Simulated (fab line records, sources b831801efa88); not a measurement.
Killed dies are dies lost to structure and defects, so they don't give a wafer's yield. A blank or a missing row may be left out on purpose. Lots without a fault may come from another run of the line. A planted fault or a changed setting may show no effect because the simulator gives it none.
A struck lot beside a sound one | flow sky130 | 15 steps out of a route of 708
Sound: wafers L607.2, L607.4, L607.6. Struck: wafers L612.1, L612.3, L612.5. The cause comes at the end.
At each step with rows: each side's tool, then ch and its chambers, then its first start. Under that, the readings that differ: sound wafers | struck wafers | difference of the means | sigmas: that difference in standard deviations of wafers without a fault.
alike: readings whose means differ by less than 2 such deviations, and words and numbers that are the same on both sides. not compared: withheld readings, readings that some wafer has no value for, bounds like >300 that may hide the same value, and numbers for which the record gives no deviation and whose values overlap.
The two part at a step that has a row with sigmas, a row that says differs or no value, or rows on one side only. Numbers that don't overlap but have no deviation are shown without sigmas and don't part them. A reading that every wafer of one side lacks parts them only if that side has two wafers or more.

first, 1 step without rows for these wafers: SKY_VT_ADJUST_NCORE_DEVELOP_06 (develop time 60 s).
SKY_VT_ADJUST_NCORE_CD_MEAS_07: target cd 380 nm.
  sound on cd_sem-02, day 12 09:29; struck on cd_sem-02, day 13 17:53
  alike: cd_nm
SKY_VT_ADJUST_NCORE_OVL_MEAS_08:
  sound on overlay-02, day 12 09:35; struck on overlay-02, day 13 18:01
  alike: VT_ADJUST_NCORE_OVL
then, 1 step without rows for these wafers: SKY_VT_ADJUST_NCORE_IMPLANT_09.
SKY_VT_ADJUST_NCORE_STRIP_10: strips in O2/N2.
  sound on plasma_asher-01 ch 1, day 12 09:46; struck on plasma_asher-01 ch 0,1, day 13 18:12
  alike: drypump_motor_current_A, oes_product_au, strip_time_to_endpoint_s
  not compared: rf_hours_counter_h
SKY_VT_ADJUST_NCORE_TW_MEAS_11:
  sound on film_metro-04, day 12 09:53; struck on film_metro-01, day 13 18:18
  alike: VT_ADJUST_NCORE_TW
then, 6 steps without rows for these wafers: SKY_VT_ADJUST_HVTR_DEHYDRATE_00 (time 60 s); SKY_VT_ADJUST_HVTR_HMDS_01 (prime time 60 s); SKY_VT_ADJUST_HVTR_COAT_02 (resist thk 1140 nm); SKY_VT_ADJUST_HVTR_SOFTBAKE_03 (time 60 s); SKY_VT_ADJUST_HVTR_EXPOSE_04 (exposes mask HVTRM, target cd 380 nm); SKY_VT_ADJUST_HVTR_PEB_05.
SKY_VT_ADJUST_HVTR_DEVELOP_06: develop time 60 s.
  sound on litho_track-03 ch 0, day 13 11:09; struck on litho_track-03 ch 0, day 14 20:17
SKY_VT_ADJUST_HVTR_OVL_MEAS_08:
  sound on overlay-01, day 13 11:24; struck on overlay-01, day 14 20:33
  alike: VT_ADJUST_HVTR_OVL
-- the record jumps here: 35 days lie between the struck wafers' starts before and after (it left off in module VT_ADJUST_HVTR and takes up again in module PAD_OPEN, whose first step shown is number 708 of the route) --
SKY_PAD_OPEN_PROBE_99:
  sound on prober-02, day 49 01:22; struck on prober-01, day 50 06:31
  reading                             | sound             | struck            | difference | sigmas
  model.etest.res_ndiff.width_nm (nm) | 156.6 156.8 156.2 | 162.8 162.4 164.6 | +6.7       |
  model.etest.res_pdiff.width_nm (nm) | 143.1 144.3 142.1 | 149.4 149.1 151.1 | +6.7       |

WHERE THEY PART
Nowhere in this record.

WHY: what the simulator had put in
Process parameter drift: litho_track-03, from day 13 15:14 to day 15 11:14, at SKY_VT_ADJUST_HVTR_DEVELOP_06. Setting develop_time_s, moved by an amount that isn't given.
